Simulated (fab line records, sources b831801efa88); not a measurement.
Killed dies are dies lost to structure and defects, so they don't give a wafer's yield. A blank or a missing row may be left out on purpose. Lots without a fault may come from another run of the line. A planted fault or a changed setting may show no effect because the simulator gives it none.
Which tool did it? | flow sky130 | 13 lots, 39 wafers sampled, at 5 steps of a route of 708

WHAT THE GAUGES READ, wafer by wafer
SKY_SPACER_THK_MEAS_01.
lot  | measured     | on            | SPACER_CVD_00_THK (nm)
L306 | day 22 21:32 | film_metro-03 | 42.7 42.5 42.7
L309 | day 23 23:57 | film_metro-04 | 42.7 42.7 43.1
L310 | day 24 02:28 | film_metro-02 | 42.9 43.1 42.6
L311 | day 25 04:50 | film_metro-02 | 43.0 42.8 42.9
L312 | day 25 13:54 | film_metro-02 | 43.5 43.5 43.1
L313 | day 25 19:24 | film_metro-04 | 43.5 42.7 43.1
L314 | day 26 04:03 | film_metro-02 | 42.5 42.7 42.9
L317 | day 27 04:32 | film_metro-02 | 43.4 43.2 43.0
L318 | day 27 14:34 | film_metro-03 | 43.9 43.6 43.7
L320 | day 28 03:44 | film_metro-02 | 43.6 43.1 43.3
L322 | day 28 18:04 | film_metro-04 | 43.1 43.2 43.4
L326 | day 30 06:34 | film_metro-03 | 43.3 43.2 42.9
L327 | day 30 08:47 | film_metro-03 | 42.5 42.5 42.4

SKY_SD_N_OVL_MEAS_08.
lot  | measured     | on         | SD_N_OVL (nm)
L306 | day 27 19:29 | overlay-02 | 0.7 2.7 0.6
L309 | day 28 21:43 | overlay-02 | -1.7 -2.8 -1.3
L310 | day 28 22:23 | overlay-01 | -1.0 -4.4 -1.4
L311 | day 30 00:40 | overlay-02 | 1.9 2.2 -0.4
L312 | day 30 07:47 | overlay-02 | 0.9 1.1 -1.7
L313 | day 30 13:22 | overlay-02 | 1.2 3.8 2.5
L314 | day 30 21:37 | overlay-01 | -0.5 -1.5 -2.1
L317 | day 31 20:47 | overlay-02 | 3.0 1.8 2.5
L318 | day 32 06:19 | overlay-02 | 0.5 1.0 1.4
L320 | day 32 18:26 | overlay-02 | 0.0 0.6 -0.5
L322 | day 33 09:23 | overlay-02 | -2.7 -1.1 -2.1
L326 | day 34 16:57 | overlay-01 | -1.5 -1.3 -1.4
L327 | day 34 19:01 | overlay-01 | -1.9 -2.8 -2.1

SKY_SD_N_RS_MEAS_16: measures by four-point-probe.
lot  | measured     | on            | SD_N_RS (ohm/sq)
L306 | day 27 20:33 | film_metro-03 | 68.62 68.68 68.53
L309 | day 28 22:28 | film_metro-02 | 68.47 68.52 68.54
L310 | day 28 23:08 | film_metro-02 | 68.46 68.61 68.49
L311 | day 30 01:23 | film_metro-01 | 68.64 68.54 68.54
L312 | day 30 08:31 | film_metro-02 | 68.47 68.35 68.53
L313 | day 30 14:05 | film_metro-02 | 68.43 68.48 68.27
L314 | day 30 22:20 | film_metro-03 | 68.48 68.54 68.55
L317 | day 31 21:32 | film_metro-02 | 68.33 68.53 68.35
L318 | day 32 07:01 | film_metro-01 | 69.54 69.77 69.45 69.73 69.67 69.48
L320 | day 32 19:12 | film_metro-02 | 69.72 69.83 69.76 69.55 69.74 69.70
L322 | day 33 10:10 | film_metro-03 | 68.54 68.53 68.63
L326 | day 34 17:43 | film_metro-01 | 68.51 68.36 68.47
L327 | day 34 19:43 | film_metro-02 | 68.35 68.42 68.34

SKY_LI_CONTACT_BOW_MEAS_03.
lot  | measured     | on            | LI_CONTACT_BOW (um)
L306 | day 27 21:34 | film_metro-03 | 62 62 65
L309 | day 28 23:19 | film_metro-01 | 51 56 41
L310 | day 28 23:58 | film_metro-01 | 41 48 68
L311 | day 30 02:14 | film_metro-01 | 63 64 59
L312 | day 30 09:22 | film_metro-01 | 56 38 55
L313 | day 30 14:55 | film_metro-03 | 53 58 69
L314 | day 30 23:11 | film_metro-03 | 39 61 44
L317 | day 31 22:23 | film_metro-03 | 55 63 64
L318 | day 32 12:25 | film_metro-03 | 55 66 59
L320 | day 32 22:50 | film_metro-01 | 53 58 56
L322 | day 33 11:01 | film_metro-01 | 59 51 52
L326 | day 34 18:33 | film_metro-03 | 57 64 59
L327 | day 34 20:34 | film_metro-03 | 56 59 52

WHICH TOOL RAN EACH LOT (tool, then ch and the chambers of the sampled wafers, then the start)
lot  | SKY_SD_N_IMPLANT_10
L306 | implanter-03 ch 0, day 27 19:40
L309 | implanter-01 ch 0, day 28 21:55
L310 | implanter-01 ch 0, day 28 22:35
L311 | implanter-01 ch 0, day 30 00:52
L312 | implanter-04 ch 0, day 30 07:59
L313 | implanter-03 ch 0, day 30 13:32
L314 | implanter-04 ch 0, day 30 21:49
L317 | implanter-03 ch 0, day 31 21:01
L318 | implanter-03 ch 0, day 32 06:29
L320 | implanter-03 ch 0, day 32 18:37
L322 | implanter-01 ch 0, day 33 09:35
L326 | implanter-04 ch 0, day 34 17:11
L327 | implanter-04 ch 0, day 34 19:11
- SKY_SD_N_IMPLANT_10

WHAT THE TOOLS THEMSELVES READ (means of the sampled wafers that have a number; where no wafer has one, the mark that the record gives instead)
SKY_SD_N_IMPLANT_10.
lot  | tool         | dose_ions_cm2 | faraday_current_uA
L306 | implanter-03 | 9.995e+13     | 484
L309 | implanter-01 | 9.995e+13     | 566
L310 | implanter-01 | 1.001e+14     | 575
L311 | implanter-01 | 9.979e+13     | 563
L312 | implanter-04 | 9.990e+13     | 532
L313 | implanter-03 | 1.000e+14     | 491
L314 | implanter-04 | 9.993e+13     | 516
L317 | implanter-03 | 9.993e+13     | 496
L318 | implanter-03 | 4.900e+13     | 278
L320 | implanter-03 | 4.873e+13     | 278
L322 | implanter-01 | 1.000e+14     | 555
L326 | implanter-04 | 1.000e+14     | 519
L327 | implanter-04 | 1.002e+14     | 531

THE ANSWER, worked out from the rows above alone
Rule: what is usual is taken from the lots themselves. Put in order of their means at a reading, lots are off if they are a third of the lots or fewer, leave a main group of 4 or more, and stand apart from it by a gap of 3 or more times the standard deviation of the main group's means; of several such gaps the widest counts. A main group whose means are all the same, to the digits that the tables above print for the reading, isn't used. A lot without any number at a reading at which 4 lots or more have one is off too. The other lots that the step has rows for count as sound. The gauges are gone through in route order, then the tools' own readings, and for those a lot's mean is taken as printed above. The first step at which some lot is off is used, and at that step the reading that is off furthest; a lot without a number counts as furthest.
Off: L318, L320, at SKY_SD_N_RS_MEAS_16 (SD_N_RS). The main group: mean 68.49 ohm/sq, standard deviation 0.076.
A tool fits if, at a process step before that reading, it ran every lot that is off, and no sound lot after the first of them. The gauges at SKY_SD_N_RS_MEAS_16 aren't tried: what is off there is off at SKY_SD_N_IMPLANT_10 too, on other tools, and a gauge's error can't cause that. One fits: implanter-03 at SKY_SD_N_IMPLANT_10. Its last sound lot is L317 (day 31 21:01), its first lot that is off L318 (day 32 06:29): a fault that began between those two fits.
The tool's own readings at SKY_SD_N_IMPLANT_10 bear it out: on the lots that are off they differ by more than 5 times the standard deviation of the sound lots' means. dose_ions_cm2 reads 4.886e+13 there against 9.998e+13 on the sound lots; faraday_current_uA reads 278 there against 530 on the sound lots.

WHAT THE SIMULATOR HAD PUT IN
Process parameter drift: implanter-03, from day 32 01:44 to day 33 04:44, at SKY_SD_N_IMPLANT_10. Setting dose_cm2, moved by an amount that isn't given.
Lots struck among those shown: L318, L320. The rule above found the same.
